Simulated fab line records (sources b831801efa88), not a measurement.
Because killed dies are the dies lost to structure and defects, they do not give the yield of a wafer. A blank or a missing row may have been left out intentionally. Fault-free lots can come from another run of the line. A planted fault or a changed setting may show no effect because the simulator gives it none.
Chamber matching    flow sky130    SKY_VIA1_CMP_02 on cmp-01 has 4 sister chambers
The step polishes SiO2. 18 wafers are shown with their chamber, then 9 later ones without.

== EACH WAFER AND ITS CHAMBER ==
wafer   chamber  motorCurrentA (A)
L363.2  0        11.3
L363.4  2        14.0
L363.6  2        13.9
L364.3  0        11.6
L364.4  1        12.8
L364.5  1        14.1
L366.1  2        14.3
L366.4  3        11.4
L366.5  0        11.0
L368.2  0        11.7
L368.3  2        13.5
L368.4  1        13.4
L370.2  0        11.4
L370.5  2        13.1
L370.6  1        13.4
L373.1  2        13.9
L373.4  0        12.0
L373.5  2        13.5

SIGNATURES (averages over the wafers above)
reading        chamber 0  chamber 1  chamber 2  chamber 3  scatter within a chamber
motorCurrentA  11.500     13.425     13.743     11.400     0.414
Rule: a wafer lies at a distance from a chamber equal to the root of the sum of squares, over the readings, of (its reading less the chamber's mean, divided by the reading's scatter). The wafer belongs to the nearest chamber; if the next one is less than 2 further off, it can't be placed. The scatter: the root of (the sum of the squares of (reading less its chamber's mean) over the shown wafers, divided by (wafers less chambers)).

== WAFERS WHOSE CHAMBER IS MISSING ==
wafer   motorCurrentA (A)
L379.1  11.2
L379.3  14.6
L379.5  11.1
L382.1  11.4
L382.2  11.6
L382.6  11.2
L386.2  13.0
L386.5  11.7
L386.6  13.6

== CHAMBER TAKEN BY EACH ==
wafer   from the rows above      in truth
L379.1  can't be placed: 3 or 0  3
L379.3  can't be placed: 2 or 1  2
L379.5  can't be placed: 3 or 0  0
L382.1  can't be placed: 3 or 0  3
L382.2  can't be placed: 0 or 3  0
L382.6  can't be placed: 3 or 0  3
L386.2  can't be placed: 1 or 2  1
L386.5  can't be placed: 0 or 3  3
L386.6  can't be placed: 2 or 1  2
Correctly placed: 0 of 9. From these rows, 9 cannot be placed; in 9 the true chamber is one of the candidates. Number placed wrongly: 0.
